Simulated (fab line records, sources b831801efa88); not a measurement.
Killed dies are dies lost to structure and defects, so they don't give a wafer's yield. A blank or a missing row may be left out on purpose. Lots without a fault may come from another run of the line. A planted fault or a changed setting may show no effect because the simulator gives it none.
Which tool did it? | flow sky130 | 11 lots, 32 wafers sampled, at 3 steps of a route of 708

WHAT THE GAUGES READ, wafer by wafer
SKY_CONTACT_CD_MEAS_14: target cd 170 nm.
lot  | measured     | on        | cd_nm (nm)
L219 | day 31 23:41 | cd_sem-02 | 169.0 170.2 168.1
L220 | day 32 09:49 | cd_sem-02 | 168.4 169.1 168.0
L222 | day 33 05:04 | cd_sem-01 | 168.8 171.5 171.0
L223 | day 33 06:34 | cd_sem-02 | 170.2 170.2 169.2
L225 | day 33 19:24 | cd_sem-02 | 194.4 194.3
L227 | day 34 08:48 | cd_sem-02 | 190.3 190.5 189.8
L228 | day 34 10:23 | cd_sem-02 | 189.0 188.4 190.6
L232 | day 35 19:02 | cd_sem-01 | 167.3 168.6 168.7
L229 | day 35 23:46 | cd_sem-02 | 183.2 183.9 184.0
L236 | day 37 11:04 | cd_sem-02 | 169.5 170.4 170.0
L238 | day 37 17:13 | cd_sem-01 | 167.8 168.9 167.1

WHICH TOOL RAN EACH LOT (tool, then ch and the chambers of the sampled wafers, then the start)
lot  | SKY_LI_CONTACT_STRIP_16              | SKY_CONTACT_EXPOSE_11
L219 | plasma_asher-02 ch 0,1, day 29 14:37 | krf_scanner-01 ch 0, day 31 10:37
L220 | plasma_asher-02 ch 0,1, day 30 00:11 | krf_scanner-01 ch 0, day 31 20:31
L222 | plasma_asher-02 ch 0,1, day 30 20:28 | krf_scanner-01 ch 0, day 32 15:37
L223 | plasma_asher-02 ch 0,1, day 30 21:38 | krf_scanner-02 ch 0, day 32 17:11
L225 | plasma_asher-03 ch 1, day 31 10:59   | krf_scanner-01 ch 0, day 33 06:20
L227 | plasma_asher-01 ch 0,1, day 32 01:02 | krf_scanner-01 ch 0, day 33 20:26
L228 | plasma_asher-03 ch 0,1, day 32 03:17 | krf_scanner-01 ch 0, day 33 21:40
L232 | plasma_asher-02 ch 0,1, day 33 12:15 | krf_scanner-02 ch 0, day 35 06:01
L229 | plasma_asher-01 ch 0,1, day 33 16:22 | krf_scanner-01 ch 0, day 35 11:07
L236 | plasma_asher-03 ch 0,1, day 35 03:51 | krf_scanner-02 ch 0, day 36 22:59
L238 | plasma_asher-01 ch 0,1, day 35 11:22 | krf_scanner-02 ch 0, day 37 04:52
- SKY_LI_CONTACT_STRIP_16: strips in O2/N2.
- SKY_CONTACT_EXPOSE_11: exposes mask CTM1, target cd 170 nm.

THE ANSWER, worked out from the rows above alone
Rule: what is usual is taken from the lots themselves. Put in order of their means at a reading, lots are off if they are a third of the lots or fewer, leave a main group of 4 or more, and stand apart from it by a gap of 3 or more times the standard deviation of the main group's means; of several such gaps the widest counts. A main group whose means are all the same, to the digits that the tables above print for the reading, isn't used. A lot without any number at a reading at which 4 lots or more have one is off too. The other lots that the step has rows for count as sound.
No lot is off at any reading shown: from this, nothing can be told.

WHAT THE SIMULATOR HAD PUT IN
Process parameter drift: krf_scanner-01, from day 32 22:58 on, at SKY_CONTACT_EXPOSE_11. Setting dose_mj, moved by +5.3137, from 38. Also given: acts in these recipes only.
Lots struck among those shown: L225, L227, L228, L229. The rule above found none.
